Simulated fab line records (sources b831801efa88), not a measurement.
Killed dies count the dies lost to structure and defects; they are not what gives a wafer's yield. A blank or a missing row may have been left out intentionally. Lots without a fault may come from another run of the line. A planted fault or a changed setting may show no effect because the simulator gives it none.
Struck lot and sound lot, side by side	flow gf180mcu	43 steps out of a route of 602
Sound: these wafers, L224.3, L224.5, L224.6. Wafers struck: L233.1, L233.3, L233.6. At the end, the cause is stated.
Per side, at each step with rows, come the tool, then ch with its chambers, and then its first start. Under that, the readings that differ: sound wafers	struck wafers	difference of the means	sigmas: that difference in standard deviations of wafers without a fault.
alike: a reading whose means differ by less than 2 such deviations, as well as words and numbers matching on both sides. not compared: withheld readings; readings where some wafer has no value; bounds like >300 that might hide an equal value; numbers whose values overlap and for which the record gives no deviation.
The two part at a step that has a row with sigmas, a row that says differs or no value, or rows on one side only. Numbers that don't overlap but have no deviation are shown without sigmas and don't part them. A reading that every wafer of one side lacks parts them only if that side has two wafers or more.

first, 5 steps without rows for these wafers: GF_SAB_COAT_04 (resist thk 1000 nm); GF_SAB_SOFTBAKE_05 (time 57.07 s); GF_SAB_EXPOSE_06 (exposes mask SAB, target cd 420 nm); GF_SAB_PEB_07; GF_SAB_DEVELOP_08 (develop time 60 s).
GF_SAB_CD_MEAS_09: the cd target is 420 nm.
  sound on cd-sem-01 at day 15 09:13; struck on cd-sem-01 at day 18 03:16
  alike: cd-nm
GF_SAB_OVL_MEAS_10:
  sound on overlay-02 at day 15 09:19; struck on overlay-01 at day 18 03:24
  alike: SAB_OVL
GF_SAB_ETCH_11: etches SiO2 in C4F8/O2/Ar, target depth 55 nm, time 8.5 s.
  sound on rie-diel-04 ch 0,1, day 15 09:20; struck on rie-diel-03 ch 0,1,2, day 18 03:26
  alike: oes-product-au
then, 1 step without rows for these wafers: GF_SAB_WET_ETCH_12 (etches SiO2 in dHF, target depth 22 nm, time 440 s).
GF_SAB_STRIP_13: strips in O2/N2.
  sound on plasma-asher-04 ch 0,1, day 15 09:39; struck on plasma-asher-04 ch 0,1, day 18 03:35
  alike: drypump-motor-current-A, heater-power-w, n2-flow-sccm, oes-product-au, strip-time-to-endpoint-s
  not compared: rf-hours-counter-h
then, 2 steps without rows for these wafers: GF_SALICIDE_CLEAN_00 (cleans in SC1/SC2, time 150 s); GF_SALICIDE_WET_ETCH_01 (etches SiO2 in dHF, target depth 5 nm, time 100 s).
GF_SALICIDE_SPUTTER_02: material Co, target thk 10 nm, time 20 s.
  sound on pvd-sputter-04 at day 15 09:48; struck on pvd-sputter-04 at day 18 03:46
  alike: throttle-valve-pct
then, 1 step without rows for these wafers: GF_SALICIDE_SPUTTER_03 (material TiN, target thk 20 nm, time 16.7 s).
GF_SALICIDE_RS_MEAS_04: a four-point-probe measurement.
  sound on film-metro-01 at day 15 09:53; struck on film-metro-02 at day 18 03:49
  alike: SALICIDE_TIN_RS
GF_SALICIDE_THK_MEAS_05: measures by xrf.
  sound on film-metro-01 at day 15 09:59; struck on film-metro-02 at day 18 03:56
  alike: SALICIDE_TIN_THK
then, 4 steps without rows for these wafers: GF_SALICIDE_RTA_06 (time 30 s); GF_SALICIDE_WET_ETCH_07 (etches the open film in SPM, target depth 120 nm); GF_SALICIDE_RTA_08 (time 30 s); GF_CONTACT_CVD_00 (deposits SiO2, target thk 300 nm, time 50 s).
GF_CONTACT_THK_MEAS_01:
  sound on film-metro-04 at day 15 10:29; struck on film-metro-04 at day 18 04:21
  alike: CONTACT_CVD_00_THK
then, 1 step without rows for these wafers: GF_CONTACT_CVD_02 (deposits SiO2 from TEOS, target thk 860 nm, time 95.992 s).
GF_CONTACT_THK_MEAS_03:
  sound on film-metro-01 at day 15 10:37; struck on film-metro-04 at day 18 04:29
  alike: CONTACT_CVD_02_THK
then, 1 step without rows for these wafers: GF_CONTACT_CMP_04 (polishes SiO2).
GF_CONTACT_BOW_MEAS_05:
  sound on film-metro-02 at day 15 10:59; struck on film-metro-04 at day 18 05:04
  alike: CONTACT_BOW
then, 8 steps without rows for these wafers: GF_CONTACT_DEHYDRATE_06 (time 60 s); GF_CONTACT_HMDS_07 (prime time 60 s); GF_CONTACT_COAT_08; GF_CONTACT_COAT_09 (resist thk 1000 nm); GF_CONTACT_SOFTBAKE_10 (time 60 s); GF_CONTACT_EXPOSE_11 (exposes mask Contact, target cd 220 nm); GF_CONTACT_PEB_12 (peb time 90 s); GF_CONTACT_DEVELOP_13 (develop time 60 s).
GF_CONTACT_CD_MEAS_14: the cd target is 220 nm.
  sound on cd-sem-01 at day 16 09:21; struck on cd-sem-01 at day 19 05:20
  alike: cd-nm
GF_CONTACT_OVL_MEAS_15:
  sound on overlay-01 at day 16 09:26; struck on overlay-02 at day 19 05:28
  alike: CONTACT_OVL
then, 1 step without rows for these wafers: GF_CONTACT_ETCH_16 (etches BARC in N2/H2).
GF_CONTACT_ETCH_17: etches SiO2 in C4F8/O2/Ar, stops on CoSi2, target depth 860 nm.
  sound on rie-diel-03 ch 1,2,3; struck on rie-diel-02 ch 1,2,3
  alike: oes-product-au
GF_CONTACT_STRIP_18: strips in O2/N2.
  sound on plasma-asher-01 ch 0,1, day 16 09:40; struck on plasma-asher-01 ch 0, day 19 05:40
  alike: drypump-motor-current-A, heater-power-w, n2-flow-sccm, oes-product-au
  not compared: rf-hours-counter-h
then, 3 steps without rows for these wafers: GF_CONTACT_CLEAN_19 (cleans in SPM); GF_CONTACT_CLEAN_20 (cleans in DIW); GF_CONTACT_CLEAN_21 (cleans in dHF, time 20 s).
GF_CONTACT_SPUTTER_22: material Ti, target thk 15 nm, time 80.02 s.
  sound on pvd-sputter-01 at day 16 09:55; struck on pvd-sputter-01 at day 19 05:58
  alike: throttle-valve-pct
-- the record jumps here: 12 days lie between the struck wafers' starts before and after (it left off in module CONTACT and takes up again in module PASSIVATION, whose first step shown is number 602 of the route) --
GF_PASSIVATION_PROBE_99:
  record: rows for the struck wafers here (prober-02, day 31 13:26), none for the sound ones

## WHERE THEY PART
GF_PASSIVATION_PROBE_99 only, going by this record.

WHY: what the simulator had put in
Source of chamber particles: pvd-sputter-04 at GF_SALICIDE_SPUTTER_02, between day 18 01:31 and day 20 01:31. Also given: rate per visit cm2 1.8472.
